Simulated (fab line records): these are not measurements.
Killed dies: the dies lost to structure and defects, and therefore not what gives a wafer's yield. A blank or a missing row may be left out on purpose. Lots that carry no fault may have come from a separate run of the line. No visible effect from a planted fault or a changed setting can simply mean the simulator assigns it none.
Which tool is to blame? / flow gf180mcu / 39 wafers from 13 lots sampled at 2 of the route's 602 steps

WHAT THE GAUGES READ, wafer by wafer
GF_VT_IMPLANT_TW_MEAS_32. Usual: VT_IMPLANT_3_TW typically reads 269.3, with standard deviation 1.7.
lot=L293; measured=day 6 21:27; on=film metro-04; VT_IMPLANT_3_TW=266.4 269.6 269.1; flag=
lot=L294; measured=day 7 03:43; on=film metro-03; VT_IMPLANT_3_TW=268.3 266.7 267.8; flag=
lot=L295; measured=day 7 09:55; on=film metro-01; VT_IMPLANT_3_TW=269.4 269.5 269.2; flag=
lot=L296; measured=day 7 18:51; on=film metro-03; VT_IMPLANT_3_TW=267.3 267.5 268.0; flag=
lot=L297; measured=day 8 01:17; on=film metro-01; VT_IMPLANT_3_TW=268.9 267.6 270.6; flag=
lot=L298; measured=day 8 08:04; on=film metro-04; VT_IMPLANT_3_TW=270.8 271.2 270.9; flag=
lot=L299; measured=day 8 16:43; on=film metro-03; VT_IMPLANT_3_TW=266.5 266.1 267.0; flag=
lot=L300; measured=day 8 20:47; on=film metro-01; VT_IMPLANT_3_TW=267.6 269.2 268.4; flag=
lot=L302; measured=day 9 05:43; on=film metro-04; VT_IMPLANT_3_TW=269.3 268.7 269.3; flag=
lot=L306; measured=day 10 12:29; on=film metro-04; VT_IMPLANT_3_TW=270.9 272.6 263.7; flag=
lot=L310; measured=day 11 10:34; on=film metro-04; VT_IMPLANT_3_TW=262.4 269.9 263.1 263.2 270.4 262.5; flag=
lot=L314; measured=day 12 13:27; on=film metro-03; VT_IMPLANT_3_TW=265.3 266.0 266.5; flag=
lot=L315; measured=day 12 18:01; on=film metro-01; VT_IMPLANT_3_TW=269.0 270.4 270.5; flag=

EACH LOT AND THE TOOL THAT RAN IT (in order: tool; ch and the chambers of the sampled wafers; start)
lot=L293; GF_VT_IMPLANT_IMPLANT_30=implanter-03 ch 0, day 6 21:12
lot=L294; GF_VT_IMPLANT_IMPLANT_30=implanter-02 ch 0, day 7 03:30
lot=L295; GF_VT_IMPLANT_IMPLANT_30=implanter-02 ch 0, day 7 09:41
lot=L296; GF_VT_IMPLANT_IMPLANT_30=implanter-03 ch 0, day 7 18:36
lot=L297; GF_VT_IMPLANT_IMPLANT_30=implanter-02 ch 0, day 8 01:02
lot=L298; GF_VT_IMPLANT_IMPLANT_30=implanter-03 ch 0, day 8 07:49
lot=L299; GF_VT_IMPLANT_IMPLANT_30=implanter-03 ch 0, day 8 16:29
lot=L300; GF_VT_IMPLANT_IMPLANT_30=implanter-02 ch 0, day 8 20:32
lot=L302; GF_VT_IMPLANT_IMPLANT_30=implanter-02 ch 0, day 9 05:29
lot=L306; GF_VT_IMPLANT_IMPLANT_30=implanter-02 ch 0, day 10 12:16
lot=L310; GF_VT_IMPLANT_IMPLANT_30=implanter-02 ch 0, day 11 10:20
lot=L314; GF_VT_IMPLANT_IMPLANT_30=implanter-04 ch 0, day 12 13:12
lot=L315; GF_VT_IMPLANT_IMPLANT_30=implanter-04 ch 0, day 12 17:46
- GF_VT_IMPLANT_IMPLANT_30

WHAT THE TOOLS THEMSELVES READ (means of the sampled wafers that have a number; where no wafer has one, the mark that the record gives instead)
The record holds no such reading with a usual standard deviation.

THE ANSWER, worked out from the rows above alone
Rule: lot off if the mean of its wafers having a number is beyond 3 standard deviations from the usual mean. A lot without any number at a reading at which 4 lots or more have one is off too. All remaining lots with rows at the step are treated as sound. The gauges are gone through in route order, then the tools' own readings, and for those a lot's mean is taken as printed above. The first step at which some lot is off is used, and at that step the reading that is off furthest; a lot without a number counts as furthest.
None of the lots is off at any reading shown; this tells nothing.

WHAT THE SIMULATOR HAD PUT IN
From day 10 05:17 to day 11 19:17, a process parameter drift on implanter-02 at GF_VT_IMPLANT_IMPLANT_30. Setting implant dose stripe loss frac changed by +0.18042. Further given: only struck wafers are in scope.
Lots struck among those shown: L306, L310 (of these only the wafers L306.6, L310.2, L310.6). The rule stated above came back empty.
